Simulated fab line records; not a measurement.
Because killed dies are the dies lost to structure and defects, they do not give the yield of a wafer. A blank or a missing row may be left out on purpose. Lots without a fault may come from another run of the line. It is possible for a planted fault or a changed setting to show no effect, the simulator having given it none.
Comparing a struck lot with a sound one ; flow gf180mcu ; 16 steps out of a route of 602
Sound: these wafers, L453.3, L453.4, L453.6. The struck wafers were L460.2, L460.4, L460.6. The cause is given at the end.
For every step that has rows: the tool of each side, followed by ch and its chambers, followed by its first start. Under that, the readings that differ: sound wafers ; struck wafers ; difference of the means ; sigmas: that difference in standard deviations of wafers without a fault.
alike: words and numbers the same on both sides, and readings whose means are apart by under 2 such deviations; not compared: readings that were withheld, readings missing a value for some wafer, numbers with overlapping values and no deviation given by the record, and bounds like >300 which may hide the same value.
A row with sigmas, a row that says differs or no value, or rows on one side alone: a step with any of these is where the two part. When numbers do not overlap yet have no deviation, they are printed without sigmas and do not part them. A reading missing from all wafers of one side parts the sides only when that side holds two or more wafers.

first, 3 steps without rows for these wafers: GF_V4_EXPOSE_11 (exposes mask Via4, target cd 260 nm); GF_V4_PEB_12 (peb time 90 s); GF_V4_DEVELOP_13 (develop time 60 s).
GF_V4_CD_MEAS_14: the cd target is 260 nm.
  sound on cd_sem-02, day 25 20:51; struck on cd_sem-01, day 28 06:55
  alike: cd_nm
GF_V4_OVL_MEAS_15:
  sound on overlay-01, day 25 20:56; struck on overlay-01, day 28 07:01
  alike: V4_OVL
GF_V4_ETCH_16: etches BARC in N2/H2.
  sound on rie_diel-02 ch 0,1, day 25 20:58; struck on rie_diel-03 ch 0,1,2, day 28 07:03
reading;sound;struck;difference;sigmas
drypump_motor_current_A (A);5.5 5.6 5.6;6.4 6.6 6.3;+0.9;+2
  alike: bias_w, n2_flow_sccm, oes_product_au, throttle_valve_pct
GF_V4_ETCH_17: etches SiO2 in C4F8/O2/Ar, stops on TiN, target depth 630 nm.
  sound on rie_diel-02 ch 0,1; struck on rie_diel-03 ch 0,1,2
  alike: bias_w, oes_product_au
GF_V4_STRIP_18: strips in O2/N2.
  sound on plasma_asher-04 ch 0,1, day 25 21:07; struck on plasma_asher-03 ch 0,1, day 28 07:11
reading;sound;struck;difference;sigmas
drypump_motor_current_A (A);6.2 6.2 6.3;5.8 5.1 5.1;-0.9;-2
  alike: heater_power_w, n2_flow_sccm, oes_product_au
  not compared: rf_hours_counter_h
then, 2 steps without rows for these wafers: GF_V4_STRIP_19 (strips in post etch residue remover, time 1200 s); GF_V4_CLEAN_20 (cleans in DIW).
GF_V4_SPUTTER_21: material Ti, target thk 15 nm, time 80.02 s.
  sound on pvd_sputter-03, day 25 21:38; struck on pvd_sputter-03, day 28 07:45
  alike: throttle_valve_pct
GF_V4_SPUTTER_22: material TiN, target thk 10 nm, time 40 s.
  sound on pvd_sputter-03, day 25 21:41; struck on pvd_sputter-03, day 28 07:49
  alike: throttle_valve_pct
GF_V4_CVD_23: deposits W, target thk 350 nm, time 104.9 s.
  sound on cvd_w-02 ch 0,1, day 25 21:46; struck on cvd_w-01 ch 0,1, day 28 07:51
reading;sound;struck;difference;sigmas
chamber_pressure_Torr (Torr);40.02 40.00 40.13;35.38 35.46 35.37;-4.65;-64
model.W_of_V4_CVD_23.thk_nm (nm);353.8 348.2 354.6;330.5 333.9 324.7;-22.5;
  alike: heater_power_w
GF_V4_RS_MEAS_24: measures by four-point-probe.
  sound on film_metro-02, day 25 21:53; struck on film_metro-02, day 28 08:16
reading;sound;struck;difference;sigmas
V4_W_RS (ohm/sq);0.324 0.329 0.323;0.347 0.343 0.353;+0.022;+7
  not compared: hold
GF_V4_THK_MEAS_25: measures by xrf.
  sound on film_metro-02, day 25 21:59; struck on film_metro-02, day 28 10:58
reading;sound;struck;difference;sigmas
V4_W_THK (nm);369 361 368;341 345 336;-25;-5
  not compared: hold
-- the record jumps here: 4 days lie between the struck wafers' starts before and after (it left off in module V4 and takes up again in module PASSIVATION, whose first step shown is number 602 of the route) --
GF_PASSIVATION_PROBE_99:
  rows exist in the record for the struck wafers here (prober-02, day 32 10:58), but not for the sound ones

== WHERE THEY PART ==
Earliest at GF_V4_ETCH_16; latest, in this record, at GF_PASSIVATION_PROBE_99.

WHY: whatever the simulator had introduced
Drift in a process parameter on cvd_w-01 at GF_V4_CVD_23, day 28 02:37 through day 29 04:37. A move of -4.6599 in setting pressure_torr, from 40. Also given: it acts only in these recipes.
